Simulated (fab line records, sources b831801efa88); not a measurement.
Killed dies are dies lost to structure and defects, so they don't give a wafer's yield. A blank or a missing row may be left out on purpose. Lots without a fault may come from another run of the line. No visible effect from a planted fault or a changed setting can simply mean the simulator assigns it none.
8D (eight disciplines) problem report, filled in by code || flow sky130 || the parts of the form that need people (team, actions taken, sign-off) are left out

1. WHAT IS WRONG
Across 9 wafers from 3 lots, SONOS_ONO_CVD_02_THK at SKY_SONOS_ONO_THK_MEAS_03 averages 7.45 nm, while fault-free wafers read 10.12 nm with a standard deviation of 0.13. Measured from the usual mean, that is -21 standard deviations.
Seen first at day 18 11:55 on film_metro-03, wafer L950.4. The record has a number at this step for 33 wafers belonging to 11 lots. Rule for "out" (also "out of limits"): further than 4 standard deviations from the usual mean. The rest of the wafers with a number are treated as sound.

2. WHAT THIS IS AND IS NOT
{"question": "which readings at this step", "is": "SONOS_ONO_CVD_02_THK", "is not": "-"}
{"question": "which lots", "is": "L950, L951, L952", "is not": "L932, L933, L935, L936, L937, L939, L941, L945"}
{"question": "which wafers of those lots", "is": "all that have a number", "is not": "-"}
{"question": "read on which gauges", "is": "film_metro-02, film_metro-03", "is not": "film_metro-01"}
{"question": "when", "is": "from day 18 11:55", "is not": "up to then (24 sound wafers)"}

3. WHAT RULES OUT EACH SUSPECT
Counting: a tool at a process step up to the reading stays a suspect if it ran every lot that is out and no sound lot after the first of them.
- the gauge at SKY_SONOS_ONO_THK_MEAS_03: ruled out. Those wafers that are out were read across 2 gauges (film_metro-02, film_metro-03).
- lpcvd-02 at SKY_SONOS_ONO_CVD_02 (deposits Si3N4 from DCS/NH3, target thk 10.5 nm, time 175 s): kept. It processed each lot that is out, first L950 at day 18 10:50, and no sound lot thereafter; up to then, the last sound lot it processed was L945 at day 16 20:42.
Remaining after the count: lpcvd-02 at SKY_SONOS_ONO_CVD_02.

4. THE CAUSE (what the simulator had put in)
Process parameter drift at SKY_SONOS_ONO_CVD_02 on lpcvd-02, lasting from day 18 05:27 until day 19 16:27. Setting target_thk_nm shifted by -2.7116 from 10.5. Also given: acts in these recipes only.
The count eliminated every tool but this one.

5. SEQUENCE OF EFFECTS, ordered by route
Each row: a reading where the mean over the struck wafers with a number is more than 3 standard deviations away from the usual. Only readings whose record carries a usual standard deviation are examined. hours: median over the lots of the time between each lot's start at the first step of this table that gives one and its start at this step. sigmas: the change, counted in usual standard deviations.
{"hours": 0, "step": "SKY_SONOS_ONO_THK_MEAS_03", "reading": "SONOS_ONO_CVD_02_THK", "usual": "10.12 nm", "on struck wafers": 7.45, "change": -2.67, "sigmas": -21}

6. WHAT WOULD HAVE CAUGHT IT SOONER
Counted from the fault's start at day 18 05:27, it took 6 hours until the first out-of-limits reading at a measuring or inspecting step in this record, taken at day 18 11:55.
No tool reading at SKY_SONOS_ONO_CVD_02 that has a usual standard deviation in the record was out on any struck wafer, so an alarm limit of 4 standard deviations on those readings would not have fired.
Lots out: 3; of these, L951, L952 started SKY_SONOS_ONO_CVD_02 on lpcvd-02 after day 18 11:55. A hold on the tool at that time would have spared those 2.
